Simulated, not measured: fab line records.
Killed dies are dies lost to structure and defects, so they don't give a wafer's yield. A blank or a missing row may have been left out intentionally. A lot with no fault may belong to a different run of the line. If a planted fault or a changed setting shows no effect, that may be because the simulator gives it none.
fab line records + flow sky130
[record]
- lots = 6
- wafers = 18
- lastDay = 50
route steps=708 shown LDD_HVP@287 LDD_LDN@289 PAD_OPEN@708
lots that met no fault: from a run of the same line without faults
startH: start of the lot's first displayed wafer, in hours after the record's first day + waitH: time in hours since the lot's previous step + " as in the row above + L1.1+2: a row that stands for several wafers + - no value present, or no start provided + * or withheld: withheld + < > ~ a bound
route shown NAME@n: a module of which the file shows steps, and the number in the route of the first + usual: the fault-free wafers' mean and standard deviation + same: alike in all rows + chamber/n: place in a boat + sites: readings site by site + _std_site: how widely they spread, as a standard deviation + _edge_site: mean of outer sites minus mean of inner sites + radiusMm: how far each site lies from the wafer's centre + mask NAME#n: copy n + behind: the tool/chamber that last shaped the wafer + hold: what put the lot on hold/how long, in hours/how the hold closed + device: the transistor (n, p or np) that didn't switch + end of line: tests run on the same wafers once the route is complete + a step given without rows: its recipe and nothing more + killed: not the wafer's yield, but the dies lost to structure and defects at the first sort + map: per-die view of a wafer (x killed, . not killed, _ where there is no die)
set.NAME: the setting that was run; set.NAME@STEP: the one run at that earlier step + model.NAME: the simulator's own value behind a step, which no gauge read
lots seen at some steps along the route; tables by step, rows by wafer
services: a tool's chamber out of use, with start hour (startH, from the record's first day; less than 0 if before it), hours out, and reason
[[steps]]
[step SKY_LDD_HVP_STRIP_09]
[recipe]
- chemistry = O2/N2
- powerW = 1400
- pressureMtorr = 1500
- platenTempC = withheld
- o2FlowSccm = 3000
- n2FlowSccm = 300
- overashFraction = 0.5
[usual]
- chamberPressureMTorr = 1500.2/1.3
- drypumpMotorCurrentA = 5.8/0.46
- oesProductAu = 0.409/0.0045
- stripTimeToEndpointS = 4.139/0.016
[same]
- overashFraction = 0.5
| lot.wafer | tool           | chamber | startH | waitH | chamberPressureMTorr | drypumpMotorCurrentA | oesProductAu | rfHoursCounterH | stripTimeToEndpointS |
|-----------|----------------|---------|--------|-------|----------------------|----------------------|--------------|-----------------|----------------------|
| L332.2    | plasmaAsher-01 | 0       | 533.06 | 0.1   | 1496.8               | 6.6                  | 0.407        | 74              | 4.132                |
| L332.3    | "              | 1       | "      | "     | 1499.0               | 5.3                  | 0.410        | -               | 4.153                |
| L332.4    | "              | 0       | "      | "     | 1500.7               | 6.6                  | 0.411        | -               | 4.147                |
| L333.2    | plasmaAsher-04 | 1       | 546.46 | 0.1   | 1502.9               | 5.7                  | 0.403        | 10              | 4.102                |
| L333.3    | "              | 0       | "      | "     | 1500.9               | 5.4                  | 0.404        | -               | 4.114                |
| L333.5    | "              | 0       | "      | "     | 1498.1               | 5.4                  | 0.403        | -               | 4.109                |
| L340.1    | plasmaAsher-02 | 1       | 606.84 | 0.1   | 1497.8               | 5.8                  | 0.406        | 88              | 4.147                |
| L340.5    | "              | 1       | "      | "     | 1500.0               | 5.8                  | 0.414        | -               | 4.136                |
| L340.6    | "              | 0       | "      | "     | 1500.8               | 5.9                  | 0.409        | -               | 4.138                |
| L342.1    | plasmaAsher-02 | 0       | 611.34 | 0.1   | 1501.0               | 6.0                  | 0.402        | 89              | 4.171                |
| L342.2    | "              | 1       | "      | "     | 1500.3               | 5.8                  | 0.407        | 89              | 4.169                |
| L342.5    | "              | 1       | "      | "     | 1499.1               | 5.9                  | 0.409        | -               | 4.169                |
| L348.2    | plasmaAsher-01 | 1       | 653.44 | 0.1   | 1499.3               | 5.3                  | 0.403        | 87              | 4.142                |
| L348.4    | "              | 0       | "      | "     | 1500.4               | 6.6                  | 0.410        | -               | 4.172                |
| L348.5    | "              | 1       | "      | "     | 1498.0               | 5.3                  | 0.400        | -               | 4.136                |
| L352.2    | plasmaAsher-04 | 0       | 685.79 | 0.1   | 1499.4               | 5.4                  | 0.404        | 22              | 4.143                |
| L352.3    | "              | 1       | "      | "     | 1497.6               | 5.7                  | 0.419        | -               | 4.132                |
| L352.5    | "              | 0       | "      | "     | 1499.2               | 5.4                  | 0.408        | -               | 4.160                |
[step SKY_LDD_HVP_TW_MEAS_10]
[usual]
- LDD_HVP_TW = 455.6/2.1
| lot.wafer | tool         | chamber | startH | waitH | LDD_HVP_TW |
|-----------|--------------|---------|--------|-------|------------|
| L332.2    | filmMetro-04 | -       | 533.17 | 0.1   | 458.3      |
| L332.3    | "            | -       | "      | "     | 460.1      |
| L332.4    | "            | -       | "      | "     | 457.7      |
| L333.2    | filmMetro-02 | -       | 546.57 | 0.1   | 456.1      |
| L333.3    | "            | -       | "      | "     | 452.2      |
| L333.5    | "            | -       | "      | "     | 453.6      |
| L340.1    | filmMetro-03 | -       | 606.94 | 0.1   | 457.5      |
| L340.5    | "            | -       | "      | "     | 455.0      |
| L340.6    | "            | -       | "      | "     | 457.9      |
| L342.1    | filmMetro-02 | -       | 611.46 | 0.1   | 454.9      |
| L342.2    | "            | -       | "      | "     | 454.4      |
| L342.5    | "            | -       | "      | "     | 453.9      |
| L348.2    | filmMetro-02 | -       | 653.55 | 0.1   | 455.6      |
| L348.4    | "            | -       | "      | "     | 455.0      |
| L348.5    | "            | -       | "      | "     | 453.1      |
| L352.2    | filmMetro-02 | -       | 685.90 | 0.1   | 455.1      |
| L352.3    | "            | -       | "      | "     | 454.9      |
| L352.5    | "            | -       | "      | "     | 454.8      |
[step SKY_LDD_LDN_DEHYDRATE_00]
[recipe]
- tempC = 200
- timeS = 60
[step SKY_LDD_LDN_HMDS_01]
[recipe]
- primeTimeS = 60
- primeTempC = 120
[step SKY_LDD_LDN_COAT_02]
[recipe]
- resist = NOVOLAK
- spinRpm = 3000
- resistThkNm = 1140
[step SKY_LDD_LDN_SOFTBAKE_03]
[recipe]
- tempC = 90
- timeS = 60
- resist = NOVOLAK
[step SKY_LDD_LDN_EXPOSE_04]
[recipe]
- maskId = LDNTM
- na = 0.6
- sourceShape = conventional
- sigmaOuter = 0.6
- polarization = unpolarized
- targetCdNm = 700
- doseMj = 140
[step SKY_LDD_LDN_PEB_05]
[recipe]
- tempC = withheld
- timeS = *
- resist = NOVOLAK
[step SKY_LDD_LDN_DEVELOP_06]
[recipe]
- resist = NOVOLAK
- developer = TMAH
- developTimeS = 60
- devTempC = 23
[step SKY_LDD_LDN_OVL_MEAS_07]
[usual]
- LDD_LDN_OVL = -1.4/1.7
| lot.wafer | tool       | chamber | startH | waitH | LDD_LDN_OVL[nm] |
|-----------|------------|---------|--------|-------|-----------------|
| L332.2    | overlay-01 | -       | 562.61 | 0.1   | -5.4            |
| L332.3    | "          | -       | "      | "     | -2.7            |
| L332.4    | "          | -       | "      | "     | -3.5            |
| L333.2    | overlay-02 | -       | 576.12 | 0.1   | -1.6            |
| L333.3    | "          | -       | "      | "     | -2.8            |
| L333.5    | "          | -       | "      | "     | 0.0             |
| L340.1    | overlay-02 | -       | 635.44 | 0.1   | -2.4            |
| L340.5    | "          | -       | "      | "     | -2.2            |
| L340.6    | "          | -       | "      | "     | -2.6            |
| L342.1    | overlay-01 | -       | 640.21 | 0.1   | 0.4             |
| L342.2    | "          | -       | "      | "     | 1.9             |
| L342.5    | "          | -       | "      | "     | 2.0             |
| L348.2    | overlay-02 | -       | 678.16 | 0.1   | -2.4            |
| L348.4    | "          | -       | "      | "     | -3.2            |
| L348.5    | "          | -       | "      | "     | -2.9            |
| L352.2    | overlay-01 | -       | 711.30 | 0.1   | -3.8            |
| L352.3    | "          | -       | "      | "     | -1.5            |
| L352.5    | "          | -       | "      | "     | -3.4            |
[step SKY_LDD_LDN_IMPLANT_08]
[recipe]
- species = As
- energyKev = 15
- doseCm2 = 1.25e+13
- tiltDeg = withheld
- rotationDeg = 23
[step SKY_LDD_LDN_IMPLANT_09]
[recipe]
- species = As
- energyKev = 15
- doseCm2 = 1.268e+13
- tiltDeg = withheld
- rotationDeg = 113
[step SKY_LDD_LDN_IMPLANT_10]
[recipe]
- species = As
- energyKev = 15
- doseCm2 = 1.25e+13
- tiltDeg = withheld
- rotationDeg = 203
[usual]
- beamEnergyKeV = 15.000/0.0046
- endStationPressureTorr = 5.08e-06/2.7e-07
| lot.wafer | tool         | chamber | startH | waitH | beamEnergyKeV | endStationPressureTorr | model.implant.drpNm |
|-----------|--------------|---------|--------|-------|---------------|------------------------|---------------------|
| L332.2    | implanter-03 | 0       | 562.97 | 0.1   | 15.001        | 4.8e-06                | 5.933               |
| L332.3    | "            | 0       | "      | "     | 14.992        | 4.51e-06               | 5.933               |
| L332.4    | "            | 0       | "      | "     | 14.998        | 5e-06                  | 5.933               |
| L333.2    | implanter-01 | 0       | 576.48 | 0.1   | 14.998        | 4.78e-06               | 5.933               |
| L333.3    | "            | 0       | "      | "     | 15.005        | 5.47e-06               | 5.933               |
| L333.5    | "            | 0       | "      | "     | 14.992        | 5.6e-06                | 5.933               |
| L340.1    | implanter-01 | 0       | 635.78 | 0.1   | 15.381        | 4.71e-06               | 6.034               |
| L340.5    | "            | 0       | "      | "     | 15.383        | 5.4e-06                | 6.034               |
| L340.6    | "            | 0       | "      | "     | 15.381        | 5.04e-06               | 6.034               |
| L342.1    | implanter-01 | 0       | 640.54 | 0.1   | 15.392        | 5.14e-06               | 6.034               |
| L342.2    | "            | 0       | "      | "     | 15.381        | 5.09e-06               | 6.034               |
| L342.5    | "            | 0       | "      | "     | 15.380        | 5.29e-06               | 6.034               |
| L348.2    | implanter-04 | 0       | 678.52 | 0.1   | 14.993        | 5.1e-06                | 5.933               |
| L348.4    | "            | 0       | "      | "     | 14.999        | 4.96e-06               | 5.933               |
| L348.5    | "            | 0       | "      | "     | 14.997        | 5.4e-06                | 5.933               |
| L352.2    | implanter-03 | 0       | 711.65 | 0.1   | 14.999        | 5.69e-06               | 5.933               |
| L352.3    | "            | 0       | "      | "     | 15.002        | 5.35e-06               | 5.933               |
| L352.5    | "            | 0       | "      | "     | 14.993        | 5.55e-06               | 5.933               |
[step SKY_LDD_LDN_IMPLANT_11]
[recipe]
- species = As
- energyKev = 15
- doseCm2 = 1.25e+13
- tiltDeg = withheld
- rotationDeg = 293
[step SKY_PAD_OPEN_PROBE_99]
[usual]
- killed_at_M0_to_M3 = 44/7.9
- killed_at_M4_up = 3.1/1.9
- killedAtContacts = 24/4.6
- killedAtFrontEnd = 16/4.9
- killedAtOther = 0.3/0.6
- killedDies = 87/9.7
- killedOnRim = 17/3.7
- killedOpen = 48/7.2
- killedShort = 39/5.6
[same]
- grossDies = 492
- killedAtBackSide = 0
| lot.wafer | tool      | chamber | startH  | waitH | killed_at_M0_to_M3 | killed_at_M4_up | killedAtContacts | killedAtFrontEnd | killedAtOther | killedDies | killedOnRim | killedOpen | killedShort |
|-----------|-----------|---------|---------|-------|--------------------|-----------------|------------------|------------------|---------------|------------|-------------|------------|-------------|
| L332.2    | prober-01 | -       | 1088.12 | 0.1   | 54                 | 4               | 17               | 16               | 0             | 91         | 13          | 47         | 43          |
| L332.3    | prober-01 | -       | 1088.17 | 0.2   | 38                 | 5               | 28               | 23               | 0             | 94         | 14          | 53         | 39          |
| L332.4    | prober-01 | -       | 1088.22 | 0.2   | 39                 | 5               | 24               | 16               | 0             | 84         | 20          | 40         | 43          |
| L333.2    | prober-02 | -       | 1097.08 | 0.1   | 44                 | 3               | 29               | 12               | 1             | 89         | 21          | 52         | 37          |
| L333.3    | prober-02 | -       | 1097.13 | 0.2   | 43                 | 5               | 28               | 11               | 0             | 87         | 21          | 44         | 43          |
| L333.5    | prober-02 | -       | 1097.23 | 0.2   | 28                 | 2               | 26               | 10               | 1             | 67         | 7           | 35         | 32          |
| L342.1    | prober-01 | -       | 1184.51 | 0.1   | 33                 | 0               | 24               | 23               | 0             | 80         | 16          | 42         | 38          |
| L342.2    | prober-01 | -       | 1184.56 | 0.1   | 53                 | 2               | 28               | 30               | 0             | 113        | 21          | 62         | 51          |
| L342.5    | prober-01 | -       | 1184.71 | 0.2   | 41                 | 5               | 22               | 16               | 0             | 84         | 14          | 49         | 35          |
| L348.2    | prober-01 | -       | 1187.92 | 0.1   | 37                 | 2               | 31               | 20               | 0             | 90         | 17          | 53         | 37          |
| L348.4    | prober-01 | -       | 1188.02 | 0.2   | 41                 | 4               | 22               | 13               | 1             | 81         | 13          | 48         | 32          |
| L348.5    | prober-01 | -       | 1188.07 | 0.2   | 45                 | 3               | 21               | 20               | 0             | 89         | 10          | 41         | 48          |
// killed by level:class
L332.2 METAL2:geometricParticle:short=11 VIA1:geometricParticle:open=10 CONTACT:geometricParticle:open=8 LI_CONTACT:geometricParticle:open=7 METAL1:geometricParticle:short=7 VIA2:geometricParticle:open=7 FIELD_ISO:geometricParticle:short=4 FIELD_ISO:geometricParticle:open=4
L332.3 VIA1:geometricParticle:open=15 CONTACT:geometricParticle:open=9 POLY_GATE:geometricParticle:short=8 LI_CONTACT:geometricParticle:open=7 CONTACT:geometricParticle:short=7 LOCAL_INTERCONNECT:geometricParticle:short=5 FIELD_ISO:geometricParticle:short=4 POLY_GATE:geometricParticle:open=4
L332.4 VIA1:geometricParticle:open=8 LI_CONTACT:geometricParticle:open=6 CONTACT:geometricParticle:open=6 VIA1:geometricParticle:short=5 LOCAL_INTERCONNECT:geometricParticle:short=5 METAL1:geometricParticle:short=5 FIELD_ISO:geometricParticle:short=4 POLY_GATE:geometricParticle:short=4
L333.2 VIA1:geometricParticle:open=13 LI_CONTACT:geometricParticle:open=8 VIA2:geometricParticle:open=8 CONTACT:geometricParticle:open=7 METAL1:geometricParticle:short=6 LI_CONTACT:geometricParticle:short=5 FIELD_ISO:geometricParticle:short=4 LOCAL_INTERCONNECT:geometricParticle:short=4
L333.3 VIA1:geometricParticle:open=11 LI_CONTACT:geometricParticle:open=8 CONTACT:geometricParticle:open=8 METAL2:geometricParticle:short=7 METAL1:geometricParticle:short=5 CONTACT:geometricParticle:short=4 LOCAL_INTERCONNECT:geometricParticle:short=4 VIA1:geometricParticle:short=4
L333.5 CONTACT:geometricParticle:open=9 LI_CONTACT:geometricParticle:open=7 VIA2:geometricParticle:open=6 LOCAL_INTERCONNECT:geometricParticle:short=5 VIA1:geometricParticle:short=5 VIA3:geometricParticle:open=4 FIELD_ISO:geometricParticle:short=3 LI_CONTACT:geometricParticle:short=3
L342.1 CONTACT:geometricParticle:open=10 FIELD_ISO:geometricParticle:open=6 VIA3:geometricParticle:open=6 LOCAL_INTERCONNECT:geometricParticle:short=6 VIA1:geometricParticle:open=6 POLY_GATE:geometricParticle:short=5 LI_CONTACT:geometricParticle:open=5 METAL2:geometricParticle:short=5
L342.2 VIA1:geometricParticle:open=13 CONTACT:geometricParticle:open=9 POLY_GATE:geometricParticle:open=8 METAL1:geometricParticle:short=8 FIELD_ISO:geometricParticle:open=7 POLY_GATE:geometricParticle:short=7 LI_CONTACT:geometricParticle:open=7 LOCAL_INTERCONNECT:geometricParticle:short=6
L342.5 VIA1:geometricParticle:open=17 LI_CONTACT:geometricParticle:open=8 CONTACT:geometricParticle:open=7 METAL1:geometricParticle:short=5 FIELD_ISO:geometricParticle:open=4 FIELD_ISO:geometricParticle:short=4 POLY_GATE:geometricParticle:open=4 LOCAL_INTERCONNECT:geometricParticle:short=4
L348.2 LI_CONTACT:geometricParticle:open=13 VIA1:geometricParticle:open=7 FIELD_ISO:geometricParticle:open=6 CONTACT:geometricParticle:open=6 VIA3:geometricParticle:open=6 FIELD_ISO:geometricParticle:short=5 VIA1:geometricParticle:short=5 VIA2:geometricParticle:open=5
L348.4 VIA1:geometricParticle:open=12 CONTACT:geometricParticle:open=11 VIA2:geometricParticle:open=7 VIA1:geometricParticle:short=7 FIELD_ISO:geometricParticle:open=6 VIA3:geometricParticle:open=5 METAL4:geometricParticle:short=4 LI_CONTACT:geometricParticle:open=4
L348.5 VIA1:geometricParticle:open=12 CONTACT:geometricParticle:open=9 POLY_GATE:geometricParticle:short=6 METAL2:geometricParticle:short=6 VIA1:geometricParticle:short=5 VIA2:geometricParticle:open=5 METAL3:geometricParticle:short=5 FIELD_ISO:geometricParticle:short=4
[[services]]
| tool           | chamber | startH | hours | kind   |
|----------------|---------|--------|-------|--------|
| plasmaAsher-02 | -       | 517.72 | 2.8   | pm     |
| implanter-03   | -       | 529.42 | 2.9   | pm     |
| implanter-03   | -       | 535.05 | 3.4   | repair |
| plasmaAsher-04 | -       | 559.68 | 28.0  | repair |
| implanter-03   | -       | 565.19 | 2.7   | repair |
| implanter-01   | -       | 621.24 | 4.3   | pm     |
| implanter-01   | -       | 643.24 | 0.7   | repair |
| plasmaAsher-01 | -       | 648.58 | 1.3   | repair |
| plasmaAsher-02 | -       | 663.39 | 2.6   | repair |
| implanter-01   | -       | 671.05 | 5.3   | repair |
| plasmaAsher-02 | -       | 681.62 | 0.6   | repair |
| implanter-01   | -       | 692.96 | 2.9   | repair |
| implanter-01   | -       | 701.18 | 3.0   | repair |
[[key]]
[firstSign]
- step = SKY_LDD_LDN_IMPLANT_10
- reading = beamEnergyKeV
- direction = up
- sigmas = 84
- usual = *
- struck = *
effect none on later readings
[modelEffect]
- step = SKY_LDD_LDN_IMPLANT_10
- value = implant.drpNm
- without = 5.933
- struck = 6.034
metAt SKY_LDD_LDN_IMPLANT_10
struckWafers L340.1,L340.5,L340.6,L342.1,L342.2,L342.5
testerLeftOut L340,L342
onsetBetween 576.48 635.78
[fault]
- kind = processParameterDrift
- tool = implanter-01
- chamber = -
- onsetH = 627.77
- steps = SKY_LDD_LDN_IMPLANT_10
- channel = energyKev
- offset = *
- shape = step
- endH = 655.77
- actsIn = *
- stated = *
// testerLeftOut: of these lots the tester's yield and bins aren't shown, on N5 and GAA mostly nor the transistor test; their killed dies are dies lost to structure and defects alone, not to doping, threshold or leakage, so they don't give the yield
